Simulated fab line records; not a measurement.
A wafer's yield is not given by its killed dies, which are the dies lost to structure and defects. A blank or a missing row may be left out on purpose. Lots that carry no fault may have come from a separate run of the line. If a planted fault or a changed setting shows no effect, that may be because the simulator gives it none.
Chamber matching || flow gf180mcu || 3 sister chambers for GF_MIM_CVD_05 on pecvd-01
The step deposits Si3N4, target thk 42 nm, time 29.086 s. 6 wafers are shown with their chamber, then 7 later ones without.

## WAFERS, EACH WITH ITS CHAMBER
{"wafer": "L086.3", "chamber": 2, "heater_power_w (W)": 574}
{"wafer": "L088.2", "chamber": 0, "heater_power_w (W)": 723}
{"wafer": "L088.4", "chamber": 0, "heater_power_w (W)": 751}
{"wafer": "L088.6", "chamber": 1, "heater_power_w (W)": 707}
{"wafer": "L089.1", "chamber": 2, "heater_power_w (W)": 578}
{"wafer": "L089.2", "chamber": 1, "heater_power_w (W)": 778}

## WAFERS MISSING THEIR CHAMBER
{"wafer": "L089.3", "heater_power_w (W)": 787}
{"wafer": "L091.1", "heater_power_w (W)": 710}
{"wafer": "L091.3", "heater_power_w (W)": 716}
{"wafer": "L091.5", "heater_power_w (W)": 702}
{"wafer": "L093.1", "heater_power_w (W)": 654}
{"wafer": "L093.4", "heater_power_w (W)": 674}
{"wafer": "L093.5", "heater_power_w (W)": 667}

## WHICH CHAMBER EACH WENT THROUGH
{"wafer": "L089.3", "from the rows above": "can't be placed: 1 or 0", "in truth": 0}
{"wafer": "L091.1", "from the rows above": "can't be placed: 0 or 1", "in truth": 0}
{"wafer": "L091.3", "from the rows above": "can't be placed: 0 or 1", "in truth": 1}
{"wafer": "L091.5", "from the rows above": "can't be placed: 0 or 1", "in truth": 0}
{"wafer": "L093.1", "from the rows above": "can't be placed: 2 or 0 or 1", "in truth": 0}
{"wafer": "L093.4", "from the rows above": "can't be placed: 0 or 1 or 2", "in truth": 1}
{"wafer": "L093.5", "from the rows above": "can't be placed: 0 or 1 or 2", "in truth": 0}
0 of 7 placed correctly. Not placeable from these rows: 7 (in 7, the candidates include the true chamber). Wrongly placed: 0.
How it was worked out, from the rows above alone: a wafer's distance from a chamber is the root of the sum, over the readings, of the square of ((its reading less the chamber's mean) divided by the reading's scatter). The wafer belongs to the nearest chamber; if the next one is less than 2 further off, it can't be placed. A chamber's mean is the mean of its shown wafers. How the scatter is found: for the shown wafers, subtract from each reading the mean of its chamber, square and add these, divide the total by (wafers less chambers), then take the root.
